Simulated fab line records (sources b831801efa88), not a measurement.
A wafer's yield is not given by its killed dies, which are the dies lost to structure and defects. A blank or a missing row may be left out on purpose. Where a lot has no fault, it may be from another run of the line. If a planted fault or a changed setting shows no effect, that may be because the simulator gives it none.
Which tool did it? | flow gf180mcu | 36 wafers sampled from 12 lots at 1 step of a route of 602

WHAT THE GAUGES READ, wafer by wafer
GF_POLY_GATE_CD_MEAS_10 targets a cd of 280 nm.
lot  | measured     | on        | cd nm (nm)
L075 | day 9 10:34  | cd sem-01 | 278.4 278.9 278.7
L077 | day 9 22:31  | cd sem-02 | 279.3 279.2 277.6
L079 | day 10 16:58 | cd sem-01 | 279.3 279.2 279.2
L081 | day 11 08:32 | cd sem-01 | 279.1 279.9 279.8
L083 | day 11 20:12 | cd sem-02 | 280.7 278.8 279.3
L085 | day 12 14:43 | cd sem-01 | 280.7 279.5 280.8
L087 | day 13 03:43 | cd sem-02 | 279.8 278.5 278.0
L089 | day 13 16:05 | cd sem-02 | 281.0 280.1 280.1
L091 | day 14 05:04 | cd sem-02 | 279.2 279.7 278.5
L093 | day 14 21:34 | cd sem-02 | 279.9 280.0 280.3
L095 | day 15 07:40 | cd sem-01 | 280.8 280.8 281.9
L097 | day 16 01:14 | cd sem-01 | 279.0 279.8 279.0

EACH LOT AND THE TOOL THAT RAN IT (in order: tool; ch and the chambers of the sampled wafers; start)
No process step before these readings appears in the record.

THE ANSWER, worked out from the rows above alone
Rule: the usual values come from the lots themselves. Put in order of their means at a reading, lots are off if they are a third of the lots or fewer, leave a main group of 4 or more, and stand apart from it by a gap of 3 or more times the standard deviation of the main group's means; of several such gaps the widest counts. Not used: any main group whose means are identical at the precision the tables above print for the reading. Also off: a lot with no number at a reading for which 4 or more lots have one. The other lots that the step has rows for count as sound.
No lot is off on any of the readings shown, so nothing can be concluded from this.

WHAT WAS PUT IN BY THE SIMULATOR
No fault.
